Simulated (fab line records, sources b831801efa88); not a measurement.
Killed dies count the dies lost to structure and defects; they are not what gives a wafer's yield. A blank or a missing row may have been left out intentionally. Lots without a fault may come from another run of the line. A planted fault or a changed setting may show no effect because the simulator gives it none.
Chamber matching :: flow sky130 :: SKY_CONTACT_CMP_04 on cmp-01 has 4 sister chambers
The step polishes SiO2. 4 wafers are shown with their chamber, then 7 later ones without.

## WAFERS, EACH WITH ITS CHAMBER
wafer: L578.6
chamber: 2
motor-current-A (A): 12.1

wafer: L582.6
chamber: 1
motor-current-A (A): 12.8

wafer: L584.2
chamber: 0
motor-current-A (A): 10.6

wafer: L584.4
chamber: 3
motor-current-A (A): 12.9

## WAFERS WHOSE CHAMBER IS MISSING
wafer: L584.5
motor-current-A (A): 13.1

wafer: L585.1
motor-current-A (A): 11.8

wafer: L585.2
motor-current-A (A): 13.2

wafer: L585.5
motor-current-A (A): 11.2

wafer: L586.1
motor-current-A (A): 11.1

wafer: L586.3
motor-current-A (A): 12.4

wafer: L586.5
motor-current-A (A): 12.4

## WHICH CHAMBER EACH WENT THROUGH
wafer: L584.5
from the rows above: can't be placed: 3 or 1
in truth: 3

wafer: L585.1
from the rows above: can't be placed: 2 or 1
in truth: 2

wafer: L585.2
from the rows above: can't be placed: 3 or 1
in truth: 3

wafer: L585.5
from the rows above: can't be placed: 0 or 2
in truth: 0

wafer: L586.1
from the rows above: can't be placed: 0 or 2
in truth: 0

wafer: L586.3
from the rows above: can't be placed: 2 or 1 or 3
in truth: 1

wafer: L586.5
from the rows above: can't be placed: 2 or 1 or 3
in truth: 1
Placed correctly: 0 of 7. Unplaceable from these rows: 7, with the true chamber sitting among the candidates in 7. Placed wrongly: 0.
How it was worked out, from the rows above alone: a wafer's distance from a chamber is the root of the sum, over the readings, of the square of ((its reading less the chamber's mean) divided by the reading's scatter). The wafer belongs to the nearest chamber; if the next one is less than 2 further off, it can't be placed. The mean given for a chamber averages the wafers shown for that chamber. The scatter: with one shown wafer a chamber, the root of the mean of the squares of how far each hidden wafer lies from its nearest shown one.
